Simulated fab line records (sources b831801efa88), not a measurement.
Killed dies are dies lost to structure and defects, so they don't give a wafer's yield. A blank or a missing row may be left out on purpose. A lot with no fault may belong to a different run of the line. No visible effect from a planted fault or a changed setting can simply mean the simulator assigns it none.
Which tool is to blame? + flow sky130 + 33 wafers from 11 lots sampled at 5 of the route's 708 steps

WHAT THE GAUGES SHOWED, per wafer
Not one reading of a measure or inspect step in the record can be checked against a usual standard deviation.

EACH LOT AND THE TOOL THAT RAN IT (in order: tool; ch and the chambers of the sampled wafers; start)
| lot  | SKY_FIELD_ISO_ETCH_15            | SKY_FIELD_ISO_STRIP_16             | SKY_FIELD_ISO_ETCH_17          | SKY_NWELL_RTA_28                | SKY_PAD_OPEN_PROBE_99   |
|------|----------------------------------|------------------------------------|--------------------------------|---------------------------------|-------------------------|
| L827 | rieDiel-04 ch 1,3, day 2 17:26   | plasmaAsher-02 ch 0, day 2 17:30   | rieSi-02 ch 1,2, day 2 17:36   | rtpAnneal-01 ch 0, day 5 22:52  | prober-02, day 46 21:00 |
| L828 | rieDiel-04 ch 0,3, day 3 00:02   | plasmaAsher-01 ch 0,1, day 3 00:06 | rieSi-02 ch 0,3, day 3 00:12   | rtpAnneal-02 ch 0, day 6 07:16  | prober-01, day 47 09:10 |
| L832 | rieDiel-01 ch 0,2, day 3 17:35   | plasmaAsher-04 ch 0,1, day 3 17:41 | rieSi-01 ch 0,2,3, day 3 17:45 | rtpAnneal-02 ch 0, day 7 02:04  | prober-01, day 48 04:31 |
| L833 | rieDiel-03 ch 0,2,3, day 3 23:40 | plasmaAsher-01 ch 0, day 3 23:43   | rieSi-01 ch 1,3, day 3 23:49   | rtpAnneal-02 ch 0, day 7 13:22  | prober-02, day 48 08:26 |
| L836 | rieDiel-03 ch 2,3, day 4 14:07   | plasmaAsher-04 ch 0,1, day 4 14:10 | rieSi-02 ch 2,3, day 4 14:16   | rtpAnneal-02 ch 0, day 8 08:35  | prober-01, day 49 03:34 |
| L838 | rieDiel-04 ch 0,2,3, day 4 23:14 | plasmaAsher-02 ch 0,1, day 4 23:18 | rieSi-01 ch 1,3, day 4 23:24   | rtpAnneal-02 ch 0, day 8 15:05  | prober-01, day 49 10:25 |
| L841 | rieDiel-04 ch 0,2,3, day 5 18:22 | plasmaAsher-01 ch 1, day 5 18:25   | rieSi-01 ch 0,1,3, day 5 18:31 | rtpAnneal-02 ch 0, day 9 10:33  | prober-02, day 50 00:18 |
| L842 | rieDiel-01 ch 0,2, day 5 23:13   | plasmaAsher-02 ch 0,1, day 5 23:16 | rieSi-02 ch 0,2,3, day 5 23:22 | rtpAnneal-01 ch 0, day 9 15:17  | prober-01, day 50 08:12 |
| L846 | rieDiel-03 ch 0,1,2, day 6 17:41 | plasmaAsher-02 ch 0,1, day 6 17:45 | rieSi-02 ch 0,2,3, day 6 17:51 | -                               | prober-01, day 51 00:48 |
| L847 | rieDiel-04 ch 0,1,3, day 6 23:13 | plasmaAsher-01 ch 0,1, day 6 23:16 | rieSi-02 ch 0,3, day 6 23:22   | -                               | prober-02, day 51 06:23 |
| L848 | rieDiel-03 ch 0,1, day 7 03:05   | plasmaAsher-04 ch 0,1, day 7 03:09 | rieSi-01 ch 1,2,3, day 7 03:15 | rtpAnneal-01 ch 0, day 11 01:57 | prober-01, day 51 07:57 |
- SKY_FIELD_ISO_ETCH_15: etches the open film in CHF3/O2, stops on Si, target depth 180 nm, time 72 s.
- SKY_FIELD_ISO_STRIP_16: strips in O2/N2.
- SKY_FIELD_ISO_ETCH_17: etches Si in HBr/Cl2/O2, target depth 342 nm, time 97.7 s.
- SKY_NWELL_RTA_28: time 30 s.
- SKY_PAD_OPEN_PROBE_99

AS READ BY THE TOOLS THEMSELVES (means over the sampled wafers that have a number; for cases with no such wafer, the mark the record gives instead)
SKY_FIELD_ISO_ETCH_15.
| lot  | tool       | O2_flow_sccm (sccm) | biasW (W) | drypumpMotorCurrentA (A) | oesProductAu (a.u.) | throttleValvePct (%) |
|------|------------|---------------------|-----------|--------------------------|---------------------|----------------------|
| L827 | rieDiel-04 | 4.993               | 200.0     | 6.2                      | 0.947               | 8.839                |
| L828 | rieDiel-04 | 4.993               | 199.0     | 5.7                      | 0.947               | 8.848                |
| L832 | rieDiel-01 | 5.005               | 199.7     | 6.0                      | 0.956               | 8.847                |
| L833 | rieDiel-03 | 5.009               | 199.5     | 5.4                      | 0.958               | 8.849                |
| L836 | rieDiel-03 | 5.016               | 200.3     | 5.0                      | 0.954               | 8.847                |
| L838 | rieDiel-04 | 4.986               | 200.6     | 5.9                      | 0.948               | 8.848                |
| L841 | rieDiel-04 | 5.006               | 200.8     | 5.9                      | 0.945               | 8.841                |
| L842 | rieDiel-01 | 4.988               | 199.1     | 6.0                      | 0.942               | 8.841                |
| L846 | rieDiel-03 | -                   | -         | -                        | -                   | -                    |
| L847 | rieDiel-04 | -                   | -         | -                        | -                   | -                    |
| L848 | rieDiel-03 | 4.987               | 199.6     | 5.6                      | 0.942               | 8.840                |

SKY_FIELD_ISO_STRIP_16.
| lot  | tool           | drypumpMotorCurrentA (A) | oesProductAu (a.u.) | stripTimeToEndpointS (s) |
|------|----------------|--------------------------|---------------------|--------------------------|
| L827 | plasmaAsher-02 | 5.62                     | 0.376               | 3.50                     |
| L828 | plasmaAsher-01 | 5.73                     | 0.378               | 3.54                     |
| L832 | plasmaAsher-04 | 5.76                     | 0.376               | 3.52                     |
| L833 | plasmaAsher-01 | 6.35                     | 0.385               | 3.62                     |
| L836 | plasmaAsher-04 | 5.86                     | 0.378               | 3.59                     |
| L838 | plasmaAsher-02 | 5.72                     | 0.381               | 3.58                     |
| L841 | plasmaAsher-01 | 5.41                     | 0.380               | 3.55                     |
| L842 | plasmaAsher-02 | 5.70                     | 0.381               | 3.55                     |
| L846 | plasmaAsher-02 | 5.73                     | 0.450               | 5.26                     |
| L847 | plasmaAsher-01 | 6.03                     | 0.446               | 5.19                     |
| L848 | plasmaAsher-04 | 5.79                     | 0.384               | 3.67                     |

SKY_FIELD_ISO_ETCH_17.
| lot  | tool     | HBr_flow_sccm (sccm) | O2_flow_sccm (sccm) | drypumpMotorCurrentA (A) | oesProductAu (a.u.) | throttleValvePct (%) |
|------|----------|----------------------|---------------------|--------------------------|---------------------|----------------------|
| L827 | rieSi-02 | 150.4                | 5.992               | 5.43                     | 1.017               | 25.648               |
| L828 | rieSi-02 | 150.3                | 6.037               | 6.03                     | 0.991               | 25.659               |
| L832 | rieSi-01 | 150.3                | 6.011               | 5.94                     | 0.992               | 25.656               |
| L833 | rieSi-01 | 150.1                | 5.996               | 5.88                     | 0.979               | 25.667               |
| L836 | rieSi-02 | 150.5                | 6.001               | 5.81                     | 1.003               | 25.663               |
| L838 | rieSi-01 | 150.0                | 6.010               | 5.86                     | 0.969               | 25.676               |
| L841 | rieSi-01 | 149.7                | 6.015               | 5.75                     | 0.985               | 25.662               |
| L842 | rieSi-02 | 150.4                | 5.994               | 5.91                     | 1.005               | 25.659               |
| L846 | rieSi-02 | 150.0                | 6.005               | 5.92                     | 0.997               | 25.657               |
| L847 | rieSi-02 | 150.8                | 6.010               | 6.02                     | 0.991               | 25.665               |
| L848 | rieSi-01 | 149.7                | 6.019               | 5.95                     | 0.980               | 25.668               |

SKY_NWELL_RTA_28.
| lot  | tool         | lampPowerPct (%) | wafer_temp_C_max |
|------|--------------|------------------|------------------|
| L827 | rtpAnneal-01 | 25.32            | 1055.2           |
| L828 | rtpAnneal-02 | 25.34            | 1054.4           |
| L832 | rtpAnneal-02 | 25.29            | 1054.9           |
| L833 | rtpAnneal-02 | 25.30            | 1055.4           |
| L836 | rtpAnneal-02 | 25.36            | 1053.8           |
| L838 | rtpAnneal-02 | 25.29            | 1054.7           |
| L841 | rtpAnneal-02 | 25.35            | 1055.1           |
| L842 | rtpAnneal-01 | 25.33            | 1055.0           |
| L848 | rtpAnneal-01 | 25.34            | 1054.4           |

SKY_PAD_OPEN_PROBE_99.
| lot  | tool      | killed_at_M0_to_M3 | killed_at_M4_up | killedAtContacts | killedAtFrontEnd | killedAtOther | killedDies | killedOnRim | killedOpen | killedShort |
|------|-----------|--------------------|-----------------|------------------|------------------|---------------|------------|-------------|------------|-------------|
| L827 | prober-02 | 36                 | 2.3             | 22               | 17               | 0.3           | 77         | 16          | 38         | 38          |
| L828 | prober-01 | 40                 | 3.7             | 25               | 20               | 0.0           | 89         | 17          | 49         | 40          |
| L832 | prober-01 | 47                 | 2.7             | 23               | 23               | 0.7           | 97         | 18          | 46         | 49          |
| L833 | prober-02 | 34                 | 2.3             | 28               | 13               | 0.0           | 78         | 17          | 39         | 39          |
| L836 | prober-01 | 43                 | 3.7             | 19               | 13               | 0.3           | 79         | 18          | 47         | 31          |
| L838 | prober-01 | 48                 | 4.3             | 26               | 15               | 0.0           | 94         | 17          | 59         | 35          |
| L841 | prober-02 | 39                 | 0.7             | 25               | 19               | 0.0           | 84         | 18          | 44         | 40          |
| L842 | prober-01 | 34                 | 1.7             | 26               | 13               | 0.0           | 74         | 17          | 38         | 35          |
| L846 | prober-01 | 51                 | 4.7             | 24               | 412              | 0.0           | 492        | 96          | 51         | 41          |
| L847 | prober-02 | 36                 | 4.0             | 24               | 426              | 1.3           | 492        | 96          | 42         | 36          |
| L848 | prober-01 | 49                 | 1.3             | 28               | 12               | 0.7           | 91         | 17          | 50         | 41          |

THE ANSWER, worked out from the rows above alone
Rule: what is usual is taken from the lots themselves. Put in order of their means at a reading, lots are off if they are a third of the lots or fewer, leave a main group of 4 or more, and stand apart from it by a gap of 3 or more times the standard deviation of the main group's means; of several such gaps the widest counts. The tables above print the reading to a certain number of digits; a main group whose means all agree to those digits is not used. A lot without any number at a reading at which 4 lots or more have one is off too. Where the step has rows for the other lots, those lots are counted as sound. After the gauges, taken in route order, come the tools' own readings; for these a lot's mean is taken, as printed above. The first step at which some lot is off is used, and at that step the reading that is off furthest; a lot without a number counts as furthest.
Off: L846, L847, at SKY_FIELD_ISO_ETCH_15 (O2_flow_sccm). Without a number there: L846, L847. Main group: mean 4.998 sccm, sd 0.01.
If a tool, at that step or one of the process steps before it, ran each lot that is off and ran no sound lot following the first of them, it fits. Not one of the candidates tried fits.

WHAT WAS PUT IN BY THE SIMULATOR
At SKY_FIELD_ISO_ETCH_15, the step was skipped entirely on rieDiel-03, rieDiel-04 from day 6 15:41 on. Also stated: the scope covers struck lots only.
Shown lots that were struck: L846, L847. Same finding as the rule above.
